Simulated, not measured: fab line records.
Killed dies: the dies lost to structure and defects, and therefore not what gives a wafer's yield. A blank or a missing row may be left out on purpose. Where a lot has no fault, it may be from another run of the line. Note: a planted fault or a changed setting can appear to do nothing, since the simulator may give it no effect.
Check for tools in common ; flow gf180mcu ; 13 lots and 39 wafers in the sample

## THE REASON FOR OPENING IT
At GF_STI_CD_MEAS_12 the reading cd nm is flagged on 1 of 13 lots. Wafers without a fault read 220.2 nm, standard deviation 0.96.
Rule: flag the lot when none of its wafers has a number, or when each of its wafers that has one lies beyond 4 standard deviations from that mean. As for the other lots, they are considered sound.

lot;measured;on;cd nm (nm), wafer by wafer;flag
L807;day 2 02:39;cd sem-02;221.6 220.4 220.3;
L809;day 2 11:28;cd sem-02;219.7 220.2 219.9;
L810;day 2 16:46;cd sem-01;221.9 221.3 221.0;
L811;day 2 21:20;cd sem-02;220.6 219.2 220.4;
L812;day 3 02:28;cd sem-02;220.3 219.9 220.7;
L813;day 3 09:08;cd sem-01;218.9 218.8 218.6;
L814;day 3 12:49;cd sem-02;221.3 220.6 219.4;
L815;day 3 18:07;cd sem-01;220.4 220.7 219.9;
L819;day 4 14:55;cd sem-01;235.3 235.5 236.0;FLAGGED
L826;day 6 03:43;cd sem-01;221.8 222.6 222.4;
L828;day 6 14:52;cd sem-02;221.1 219.0 220.1;
L829;day 6 19:25;cd sem-01;219.5 220.6 218.9;
L830;day 7 00:11;cd sem-01;220.9 219.6 220.6;
On average the flagged lots' numbers are 235.6 nm, which is +15.4 nm against the usual, or +16 standard deviations.

## LOT BY LOT: THE TOOL USED
The record holds 1 process step before the reading, out of a route of 602 steps. Read each cell as the tool, then ch plus the chambers that the sampled wafers visited, then the start.
lot;flag;GF_STI_EXPOSE_09
L807;;krf scanner-01 ch 0, day 1 20:43
L809;;krf scanner-01 ch 0, day 2 06:16
L810;;krf scanner-02 ch 0, day 2 10:53
L811;;krf scanner-01 ch 0, day 2 15:18
L812;;krf scanner-01 ch 0, day 2 20:58
L813;;krf scanner-02 ch 0, day 3 02:50
L814;;krf scanner-02 ch 0, day 3 06:37
L815;;krf scanner-02 ch 0, day 3 12:07
L819;FLAGGED;krf scanner-01 ch 0, day 4 08:20
L826;;krf scanner-01 ch 0, day 5 20:05
L828;;krf scanner-02 ch 0, day 6 07:07
L829;;krf scanner-02 ch 0, day 6 11:25
L830;;krf scanner-01 ch 0, day 6 16:39
These steps, and what they do:
- GF_STI_EXPOSE_09: exposes mask COMP, target cd 220 nm.
- GF_STI_CD_MEAS_12: target cd 220 nm.

## FLAGGED AGAINST TOTAL, ONE TOOL AT A TIME (gauges that did the reading follow at the end)
step;tool;lots run;flagged;share of the flagged lots;sound lots run after its first flagged lot
GF_STI_EXPOSE_09;krf scanner-01;7;1;all;2 (L826,L830)
GF_STI_EXPOSE_09;krf scanner-02;6;0;none;-
GF_STI_CD_MEAS_12;cd sem-01;7;1;all;3 (L826,L829,L830)
GF_STI_CD_MEAS_12;cd sem-02;6;0;none;-

## WHAT IS ALLOWED BY THE TABLE
Every flagged lot went through 2 rows of the table: krf scanner-01 at GF_STI_EXPOSE_09 and cd sem-01 at GF_STI_CD_MEAS_12.
- krf scanner-01 at GF_STI_EXPOSE_09 ran 7 lots, 1 of them flagged. Lots that were sound ran on it after the first flagged one (L826, L830); a persistent fault on the entire tool would not allow that.
- cd sem-01 at GF_STI_CD_MEAS_12 ran 7 lots, 1 of them flagged. Lots that were sound ran on it after the first flagged one (L826, L829, L830); a persistent fault on the entire tool would not allow that.
None of the table's rows ran every flagged lot and, after the first, no sound lot.

## WHAT THE SIMULATOR HAD PUT IN
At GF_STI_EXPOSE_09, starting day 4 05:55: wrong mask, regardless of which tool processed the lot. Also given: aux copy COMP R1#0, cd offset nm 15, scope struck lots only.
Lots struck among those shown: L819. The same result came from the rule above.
